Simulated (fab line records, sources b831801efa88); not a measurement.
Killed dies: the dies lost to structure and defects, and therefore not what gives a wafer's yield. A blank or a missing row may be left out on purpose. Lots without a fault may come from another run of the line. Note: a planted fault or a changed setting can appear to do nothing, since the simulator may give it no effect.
fab line records + flow sky130
record:
- lots: 11
- wafers: 33
- lastDay: 51
route steps=708 shown VIA1@470 METAL2@502 VIA2@508 PAD_OPEN@708
lots with no fault: from the same line, run without faults
startH: hours from the record's first day to the start of the lot's first wafer shown + waitH: time in hours since the lot's previous step + " identical to the entry in the row above + L1.1+2: several wafers, shown together as one row + - no value, or no start was given + * or withheld: withheld + < > ~ a bound
route shown NAME@n: a module of which the file shows steps, and the number in the route of the first + usual: average and standard deviation across the fault-free wafers + same: alike in all rows + chamber/n: place in a boat + sites: each site's reading + _std_site: standard deviation across them + _edge_site: outer sites' mean less inner sites' + radiusMm: for every site, how far away it sits from the centre of the wafer + mask NAME#n: copy n + behind: the most recent tool/chamber to have shaped the wafer + hold: reason for holding the lot/hours on hold/outcome of the hold + device: whichever transistor did not switch (one of n, p or np) + end of line: the same wafers' tests at the end of the route + a step with no rows: only its recipe + killed: count of dies lost to structure and defects at first sort (not the wafer's yield) + map: shows each die of a wafer: x if killed, . if not, _ if none is there
set.NAME: the setting as run; set.NAME@STEP: as run at that earlier step + model.NAME: the simulator's own value behind a step, which no gauge read
route steps across a sampled set of lots; one table per step, one row per wafer
services: when a tool's chamber went out of use (startH, in hours from the record's first day, below 0 if earlier), for how many hours, and the reason
== steps ==
step: SKY_VIA1_CD_MEAS_12
recipe:
- targetCdNm: 150
usual:
- cdNm: 150.0/1.5
| lot.wafer | tool     | chamber | startH | waitH | cdNm  |
|-----------|----------|---------|--------|-------|-------|
| L531.2    | cdSem-02 | -       | 782.11 | -     | 150.2 |
| L531.3    | "        | -       | "      | "     | 150.0 |
| L531.5    | "        | -       | "      | "     | 150.5 |
| L532.1    | cdSem-02 | -       | 799.61 | -     | 151.6 |
| L532.3    | "        | -       | "      | "     | 151.2 |
| L532.6    | "        | -       | "      | "     | 151.1 |
| L535.1    | cdSem-02 | -       | 819.81 | -     | 151.7 |
| L535.3    | "        | -       | "      | "     | 149.5 |
| L535.5    | "        | -       | "      | "     | 149.6 |
| L541.2    | cdSem-01 | -       | 873.18 | -     | 150.4 |
| L541.5    | "        | -       | "      | "     | 148.7 |
| L541.6    | "        | -       | "      | "     | 150.4 |
| L542.1    | cdSem-02 | -       | 876.17 | -     | 149.2 |
| L542.4    | "        | -       | "      | "     | 148.9 |
| L542.6    | "        | -       | "      | "     | 148.3 |
| L543.2    | cdSem-02 | -       | 884.16 | -     | 146.8 |
| L543.4    | "        | -       | "      | "     | 149.4 |
| L543.5    | "        | -       | "      | "     | 149.2 |
| L548.1    | cdSem-01 | -       | 919.34 | -     | 148.9 |
| L548.3    | "        | -       | "      | "     | 150.8 |
| L548.6    | "        | -       | "      | "     | 149.1 |
| L550.1    | cdSem-01 | -       | 929.29 | -     | 147.6 |
| L550.2    | "        | -       | "      | "     | 148.5 |
| L550.4    | "        | -       | "      | "     | 146.4 |
| L552.1    | cdSem-01 | -       | 939.36 | -     | 150.2 |
| L552.2    | "        | -       | "      | "     | 150.5 |
| L552.6    | "        | -       | "      | "     | 149.3 |
| L553.1    | cdSem-01 | -       | 951.19 | -     | 150.2 |
| L553.2    | "        | -       | "      | "     | 149.5 |
| L553.5    | "        | -       | "      | "     | 150.1 |
| L554.2    | cdSem-02 | -       | 988.70 | -     | 147.0 |
| L554.3    | "        | -       | "      | "     | 146.8 |
| L554.5    | "        | -       | "      | "     | 147.9 |
step: SKY_VIA1_OVL_MEAS_13
usual:
- VIA1_OVL: 3/5
| lot.wafer | tool       | chamber | startH | waitH | VIA1_OVL[nm] |
|-----------|------------|---------|--------|-------|--------------|
| L531.2    | overlay-01 | -       | 782.21 | 0.1   | 2            |
| L531.3    | "          | -       | "      | "     | 6            |
| L531.5    | "          | -       | "      | "     | 7            |
| L532.1    | overlay-02 | -       | 799.73 | 0.1   | 3            |
| L532.3    | "          | -       | "      | "     | 5            |
| L532.6    | "          | -       | "      | "     | 2            |
| L535.1    | overlay-02 | -       | 819.93 | 0.1   | 2            |
| L535.3    | "          | -       | "      | "     | 6            |
| L535.5    | "          | -       | "      | "     | 6            |
| L541.2    | overlay-02 | -       | 873.28 | 0.1   | 10           |
| L541.5    | "          | -       | "      | "     | 8            |
| L541.6    | "          | -       | "      | "     | 10           |
| L542.1    | overlay-01 | -       | 876.29 | 0.1   | 12           |
| L542.4    | "          | -       | "      | "     | 11           |
| L542.6    | "          | -       | "      | "     | 19           |
| L543.2    | overlay-01 | -       | 884.26 | 0.1   | 3            |
| L543.4    | "          | -       | "      | "     | -5           |
| L543.5    | "          | -       | "      | "     | 3            |
| L548.1    | overlay-01 | -       | 919.46 | 0.1   | 7            |
| L548.3    | "          | -       | "      | "     | -4           |
| L548.6    | "          | -       | "      | "     | 4            |
| L550.1    | overlay-01 | -       | 929.41 | 0.1   | 2            |
| L550.2    | "          | -       | "      | "     | -5           |
| L550.4    | "          | -       | "      | "     | -5           |
| L552.1    | overlay-01 | -       | 939.48 | 0.1   | 4            |
| L552.2    | "          | -       | "      | "     | 0            |
| L552.6    | "          | -       | "      | "     | 2            |
| L553.1    | overlay-01 | -       | 951.31 | 0.1   | 5            |
| L553.2    | "          | -       | "      | "     | 1            |
| L553.5    | "          | -       | "      | "     | 3            |
| L554.2    | overlay-02 | -       | 988.80 | 0.1   | 6            |
| L554.3    | "          | -       | "      | "     | 4            |
| L554.5    | "          | -       | "      | "     | 1            |
step: SKY_METAL2_METAL_ETCH_19
recipe:
- targetDepthA: 3600
- stopOn: SiO2
- overEtchFrac: 0.3
- timeS: 78
- chemistry: Cl2/BCl3
- resistSidewallDeg: 88
- pressureMtorr: 10
- icpW: 900
- biasW: 48.5
- Cl2_flow_sccm: 60
- bcl3FlowSccm: 30
usual:
- drypumpMotorCurrentA: 5.5/0.48
- oesProductAu: 0.853/0.0064
- overEtchFrac: 0.3/0
- rfFwdPowerW: 893.9/2.9
- throttleValvePct: 22.264/0.0088
| lot.wafer | tool        | chamber | startH  | waitH | drypumpMotorCurrentA | oesProductAu | overEtchFrac | rfFwdPowerW | rfHoursCounterH | throttleValvePct |
|-----------|-------------|---------|---------|-------|----------------------|--------------|--------------|-------------|-----------------|------------------|
| L531.2    | rieMetal-03 | 0       | 810.58  | 0.1   | 5.1                  | 0.845        | 0.3          | 889.5       | -               | 22.263           |
| L531.3    | "           | 0       | "       | "     | 5.0                  | 0.842        | 0.3          | 893.2       | -               | 22.260           |
| L531.5    | "           | 0       | "       | "     | 5.1                  | 0.858        | 0.3          | 888.6       | -               | 22.259           |
| L532.1    | rieMetal-04 | 1       | 828.62  | 0.1   | 6.3                  | 0.852        | 0.3          | 892.1       | 15              | 22.256           |
| L532.3    | "           | 1       | "       | "     | 6.3                  | 0.853        | 0.3          | 893.6       | -               | 22.253           |
| L532.6    | "           | 1       | "       | "     | 6.3                  | 0.849        | 0.3          | 893.7       | -               | 22.248           |
| L535.1    | rieMetal-02 | 1       | 847.61  | 0.0   | 5.1                  | 0.861        | 0.3          | 892.4       | 4               | 22.264           |
| L535.3    | "           | 0       | "       | "     | 5.3                  | 0.854        | 0.3          | 894.5       | -               | 22.273           |
| L535.5    | "           | 0       | "       | "     | 5.3                  | 0.867        | 0.3          | 894.0       | -               | 22.264           |
| L541.2    | rieMetal-02 | 1       | 900.06  | 0.0   | 5.1                  | 0.764        | 0.60506      | 897.0       | 7               | 22.269           |
| L541.5    | "           | 0       | "       | "     | 5.3                  | 0.764        | 0.60506      | 894.9       | -               | 22.240           |
| L541.6    | "           | 1       | "       | "     | 5.1                  | 0.768        | 0.60506      | 898.5       | -               | 22.253           |
| L542.1    | rieMetal-04 | 1       | 903.36  | 0.0   | 6.3                  | 0.857        | 0.3          | 889.7       | 0               | 22.263           |
| L542.4    | "           | 1       | "       | "     | 6.3                  | 0.851        | 0.3          | 891.1       | -               | 22.252           |
| L542.6    | "           | 1       | "       | "     | 6.3                  | 0.858        | 0.3          | 893.7       | -               | 22.273           |
| L543.2    | rieMetal-02 | 1       | 911.45  | 0.1   | 5.1                  | 0.759        | 0.60506      | 894.4       | -               | 22.269           |
| L543.4    | "           | 1       | "       | "     | 5.1                  | 0.762        | 0.60506      | 893.8       | -               | 22.269           |
| L543.5    | "           | 1       | "       | "     | 5.1                  | 0.766        | 0.60506      | 893.4       | -               | 22.268           |
| L548.1    | rieMetal-03 | 1       | 945.56  | 0.0   | 5.5                  | 0.850        | 0.3          | 893.0       | 5               | 22.264           |
| L548.3    | "           | 0       | "       | "     | 5.0                  | 0.855        | 0.3          | 895.9       | -               | 22.277           |
| L548.6    | "           | 0       | "       | "     | 5.0                  | 0.861        | 0.3          | 895.4       | -               | 22.240           |
| L550.1    | rieMetal-03 | 1       | 954.81  | 0.0   | 5.5                  | 0.847        | 0.3          | 899.9       | 5               | 22.285           |
| L550.2    | "           | 0       | "       | "     | 5.0                  | 0.859        | 0.3          | 889.8       | 10              | 22.268           |
| L550.4    | "           | 0       | "       | "     | 5.0                  | 0.848        | 0.3          | 890.8       | -               | 22.264           |
| L552.1    | rieMetal-04 | 1       | 965.68  | 0.0   | 6.3                  | 0.865        | 0.3          | 891.7       | 4               | 22.263           |
| L552.2    | "           | 0       | "       | "     | 6.1                  | 0.853        | 0.3          | 893.6       | 11              | 22.260           |
| L552.6    | "           | 0       | "       | "     | 6.1                  | 0.856        | 0.3          | 895.0       | -               | 22.256           |
| L553.1    | rieMetal-02 | 0       | 972.91  | 0.0   | 5.3                  | 0.863        | 0.3          | 893.5       | 12              | 22.253           |
| L553.2    | "           | 1       | "       | "     | 5.1                  | 0.854        | 0.3          | 899.1       | 10              | 22.264           |
| L553.5    | "           | 0       | "       | "     | 5.3                  | 0.853        | 0.3          | 893.5       | -               | 22.263           |
| L554.2    | rieMetal-02 | 1       | 1013.51 | 0.0   | 5.2                  | 0.851        | 0.3          | 896.9       | 12              | 22.260           |
| L554.3    | "           | 1       | "       | "     | 5.1                  | 0.849        | 0.3          | 892.8       | -               | 22.268           |
| L554.5    | "           | 0       | "       | "     | 5.3                  | 0.852        | 0.3          | 896.2       | -               | 22.272           |
step: SKY_METAL2_STRIP_20
recipe:
- chemistry: O2/N2
- powerW: 1400
- pressureMtorr: 1500
- platenTempC: withheld
- o2FlowSccm: 3000
- n2FlowSccm: 300
- overashFraction: 0.5
usual:
- drypumpMotorCurrentA: 5.8/0.38
- oesProductAu: 0.342/0.0048
- stripTimeToEndpointS: 2.69/0.044
same:
- overashFraction: 0.5
| lot.wafer | tool           | chamber | startH  | waitH | drypumpMotorCurrentA | oesProductAu | rfHoursCounterH | stripTimeToEndpointS |
|-----------|----------------|---------|---------|-------|----------------------|--------------|-----------------|----------------------|
| L531.2    | plasmaAsher-03 | 0       | 810.73  | 0.1   | 6.3                  | 0.340        | 100             | 2.74                 |
| L531.3    | "              | 0       | "       | "     | 6.3                  | 0.346        | -               | 2.73                 |
| L531.5    | "              | 0       | "       | "     | 6.3                  | 0.345        | -               | 2.75                 |
| L532.1    | plasmaAsher-03 | 0       | 828.80  | 0.1   | 6.3                  | 0.337        | 102             | 2.68                 |
| L532.3    | "              | 1       | "       | "     | 5.6                  | 0.339        | -               | 2.68                 |
| L532.6    | "              | 0       | "       | "     | 6.3                  | 0.346        | -               | 2.67                 |
| L535.1    | plasmaAsher-01 | 0       | 847.70  | 0.1   | 5.5                  | 0.344        | 43              | 2.66                 |
| L535.3    | "              | 1       | "       | "     | 6.3                  | 0.343        | -               | 2.73                 |
| L535.5    | "              | 1       | "       | "     | 6.3                  | 0.344        | -               | 2.74                 |
| L541.2    | plasmaAsher-03 | 1       | 900.15  | 0.1   | 5.6                  | 0.318        | 109             | 2.03                 |
| L541.5    | "              | 0       | "       | "     | 6.3                  | 0.328        | -               | 2.16                 |
| L541.6    | "              | 1       | "       | "     | 5.6                  | 0.316        | -               | 2.03                 |
| L542.1    | plasmaAsher-01 | 1       | 903.45  | 0.1   | 6.2                  | 0.346        | 49              | 2.66                 |
| L542.4    | "              | 1       | "       | "     | 6.3                  | 0.342        | -               | 2.67                 |
| L542.6    | "              | 1       | "       | "     | 6.2                  | 0.340        | -               | 2.63                 |
| L543.2    | plasmaAsher-03 | 1       | 911.60  | 0.1   | 5.6                  | 0.318        | 111             | 2.05                 |
| L543.4    | "              | 0       | "       | "     | 6.3                  | 0.314        | -               | 2.05                 |
| L543.5    | "              | 1       | "       | "     | 5.6                  | 0.313        | -               | 2.07                 |
| L548.1    | plasmaAsher-04 | 0       | 945.65  | 0.1   | 5.9                  | 0.345        | 17              | 2.72                 |
| L548.3    | "              | 1       | "       | "     | 5.3                  | 0.348        | -               | 2.69                 |
| L548.6    | "              | 0       | "       | "     | 5.9                  | 0.345        | -               | 2.74                 |
| L550.1    | plasmaAsher-04 | 0       | 954.90  | 0.1   | 5.9                  | 0.337        | 18              | 2.79                 |
| L550.2    | "              | 1       | "       | "     | 5.3                  | 0.343        | 18              | 2.74                 |
| L550.4    | "              | 0       | "       | "     | 5.9                  | 0.340        | -               | 2.78                 |
| L552.1    | plasmaAsher-04 | 1       | 965.77  | 0.1   | 5.3                  | 0.348        | 19              | 2.65                 |
| L552.2    | "              | 0       | "       | "     | 5.9                  | 0.343        | 19              | 2.68                 |
| L552.6    | "              | 0       | "       | "     | 5.9                  | 0.337        | -               | 2.71                 |
| L553.1    | plasmaAsher-01 | 0       | 973.00  | 0.1   | 5.5                  | 0.341        | 57              | 2.68                 |
| L553.2    | "              | 1       | "       | "     | 6.3                  | 0.342        | 57              | 2.68                 |
| L553.5    | "              | 1       | "       | "     | 6.2                  | 0.347        | -               | 2.68                 |
| L554.2    | plasmaAsher-03 | 1       | 1013.60 | 0.1   | 5.6                  | 0.341        | 121             | 2.65                 |
| L554.3    | "              | 0       | "       | "     | 6.3                  | 0.341        | -               | 2.65                 |
| L554.5    | "              | 1       | "       | "     | 5.6                  | 0.339        | -               | 2.65                 |
step: SKY_VIA2_THK_MEAS_01
recipe:
- reads: SiO2_of_VIA2_HDPCVD_00
usual:
- VIA2_HDPCVD_THK: 1175/11
| lot.wafer | tool         | chamber | startH  | waitH | VIA2_HDPCVD_THK[nm] |
|-----------|--------------|---------|---------|-------|---------------------|
| L531.2    | filmMetro-01 | -       | 811.50  | 0.1   | 1165                |
| L531.3    | "            | -       | "       | "     | 1157                |
| L531.5    | "            | -       | "       | "     | 1174                |
| L532.1    | filmMetro-02 | -       | 829.52  | 0.1   | 1169                |
| L532.3    | "            | -       | "       | "     | 1161                |
| L532.6    | "            | -       | "       | "     | 1163                |
| L535.1    | filmMetro-01 | -       | 848.45  | 0.1   | 1179                |
| L535.3    | "            | -       | "       | "     | 1169                |
| L535.5    | "            | -       | "       | "     | 1175                |
| L541.2    | filmMetro-01 | -       | 900.87  | 0.1   | 1170                |
| L541.5    | "            | -       | "       | "     | 1171                |
| L541.6    | "            | -       | "       | "     | 1155                |
| L542.1    | filmMetro-01 | -       | 904.16  | 0.1   | 1161                |
| L542.4    | "            | -       | "       | "     | 1184                |
| L542.6    | "            | -       | "       | "     | 1174                |
| L543.2    | filmMetro-02 | -       | 912.33  | 0.1   | 1189                |
| L543.4    | "            | -       | "       | "     | 1173                |
| L543.5    | "            | -       | "       | "     | 1196                |
| L548.1    | filmMetro-01 | -       | 946.37  | 0.1   | 1171                |
| L548.3    | "            | -       | "       | "     | 1194                |
| L548.6    | "            | -       | "       | "     | 1195                |
| L550.1    | filmMetro-02 | -       | 965.76  | 0.1   | 1162                |
| L550.2    | "            | -       | "       | "     | 1163                |
| L550.4    | "            | -       | "       | "     | 1176                |
| L552.1    | filmMetro-01 | -       | 968.09  | 0.1   | 1163                |
| L552.2    | "            | -       | "       | "     | 1166                |
| L552.6    | "            | -       | "       | "     | 1165                |
| L553.1    | filmMetro-04 | -       | 973.72  | 0.1   | 1187                |
| L553.2    | "            | -       | "       | "     | 1175                |
| L553.5    | "            | -       | "       | "     | 1186                |
| L554.2    | filmMetro-04 | -       | 1014.34 | 0.1   | 1182                |
| L554.3    | "            | -       | "       | "     | 1187                |
| L554.5    | "            | -       | "       | "     | 1202                |
step: SKY_PAD_OPEN_PROBE_99
usual:
- defectLimitedYield: 82.2/2
- killed_at_M0_to_M3: 43/6.4
- killed_at_M4_up: 3.2/1.8
- killedAtContacts: 25/5.8
- killedAtFrontEnd: 16/4.1
- killedAtOther: 0.2/0.47
- killedDies: 88/9.9
- killedOpen: 47/7.3
- killedShort: 40/7.1
- sort_bin_3_pad_short: 0.9/0.41
- sort_bin_5_function: 10.6/1.6
- sort_bin_6_memory: 6.3/1.2
- sortNPass: 404/9.9
- sortYieldPct: 82.2/2
same:
- grossDies: 492
- killedAtBackSide: 0
- sort_bin_4_leakage[%]: 0
- sort_bin_8_speed[%]: 0
| lot.wafer | tool      | chamber | startH  | waitH | defectLimitedYield[%] | killed_at_M0_to_M3 | killed_at_M4_up | killedAtContacts | killedAtFrontEnd | killedAtOther | killedDies | killedOpen | killedShort | sort_bin_3_pad_short[%] | sort_bin_5_function[%] | sort_bin_6_memory[%] | sortNPass | sortYieldPct[%] |
|-----------|-----------|---------|---------|-------|-----------------------|--------------------|-----------------|------------------|------------------|---------------|------------|------------|-------------|-------------------------|------------------------|----------------------|-----------|-----------------|
| L532.1    | prober-02 | -       | 1076.91 | 0.1   | 82.5                  | 43                 | 5               | 22               | 15               | 1             | 86         | 47         | 38          | 0.8                     | 11.2                   | 5.5                  | 406       | 82.5            |
| L532.3    | prober-02 | -       | 1077.01 | 0.2   | 79.1                  | 49                 | 5               | 32               | 17               | 0             | 103        | 61         | 42          | 0.8                     | 14.0                   | 6.1                  | 389       | 79.1            |
| L532.6    | prober-02 | -       | 1077.16 | 0.2   | 76.6                  | 58                 | 5               | 30               | 22               | 0             | 115        | 52         | 63          | 2.6                     | 10.8                   | 10.0                 | 377       | 76.6            |
killed by level:class
L532.1 VIA1:geometricParticle:open=9 CONTACT:geometricParticle:open=8 METAL2:geometricParticle:short=6 FIELD_ISO:geometricParticle:open=5 LI_CONTACT:geometricParticle:open=5 CONTACT:geometricParticle:short=5 VIA3:geometricParticle:open=5 FIELD_ISO:geometricParticle:short=4
L532.3 CONTACT:geometricParticle:open=11 VIA2:geometricParticle:open=11 LI_CONTACT:geometricParticle:open=9 VIA1:geometricParticle:open=9 CONTACT:geometricParticle:short=7 FIELD_ISO:geometricParticle:open=5 METAL2:geometricParticle:short=5 VIA3:geometricParticle:short=5
L532.6 METAL2:geometricParticle:short=13 CONTACT:geometricParticle:open=11 VIA1:geometricParticle:open=9 VIA2:geometricParticle:open=7 LOCAL_INTERCONNECT:geometricParticle:short=6 CONTACT:geometricParticle:short=6 METAL1:geometricParticle:short=6 VIA3:geometricParticle:open=6
== services ==
| tool           | chamber | startH | hours | kind          |
|----------------|---------|--------|-------|---------------|
| rieMetal-03    | 1       | 789.32 | -     | clean         |
| rieMetal-03    | 1       | 789.32 | 22.2  | scheduledDown |
| rieMetal-03    | 1       | 789.32 | 22.2  | ventCycle     |
| plasmaAsher-03 | -       | 791.60 | 4.0   | repair        |
| rieMetal-03    | 0       | 817.27 | 5.3   | repair        |
| plasmaAsher-04 | -       | 817.53 | 14.6  | pm            |
| rieMetal-04    | 0       | 822.93 | 5.7   | repair        |
| rieMetal-04    | -       | 825.52 | 2.4   | repair        |
| plasmaAsher-04 | -       | 838.07 | 0.9   | repair        |
| rieMetal-04    | -       | 869.15 | 0.3   | repair        |
| rieMetal-04    | 1       | 879.61 | -     | clean         |
| rieMetal-04    | 1       | 879.61 | 15.7  | scheduledDown |
| rieMetal-04    | 1       | 879.61 | 15.7  | ventCycle     |
| plasmaAsher-04 | -       | 900.02 | 9.3   | repair        |
| rieMetal-02    | 0       | 905.12 | 13.0  | repair        |
| rieMetal-03    | 1       | 909.85 | 18.4  | repair        |
| rieMetal-02    | 1       | 915.07 | 13.8  | repair        |
| rieMetal-02    | 0       | 944.98 | 5.0   | repair        |
| plasmaAsher-01 | -       | 948.41 | 1.1   | repair        |
| rieMetal-04    | 0       | 954.30 | 8.3   | repair        |
| rieMetal-03    | -       | 963.72 | 1.4   | pm            |
== key ==
firstSign:
- step: SKY_METAL2_METAL_ETCH_19
- reading: overEtchFrac
- direction: up
- sigmas: 99+
- usual: 0.3
- struck: 0.60506
effect:
- step: SKY_METAL2_METAL_ETCH_19
- reading: oesProductAu
- direction: down
- sigmas: 14
- usual: 0.853
- struck: 0.764
effect:
- step: SKY_METAL2_STRIP_20
- reading: stripTimeToEndpointS
- direction: down
- sigmas: 14
- usual: *
- struck: *
metAt SKY_METAL2_METAL_ETCH_19
struckLots L541,L543
notActingAt SKY_VIA1_CD_MEAS_12,SKY_VIA1_OVL_MEAS_13,SKY_VIA2_THK_MEAS_01
onsetBetween 847.61 900.06
fault:
- kind: processParameterDrift
- tool: rieMetal-02
- chamber: -
- onsetH: 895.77
- steps: SKY_METAL2_METAL_ETCH_19
- channel: overEtchFrac
- offset: 0.30506
- shape: step
- endH: 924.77
- actsIn: theseRecipesOnly
- stated: 0.3
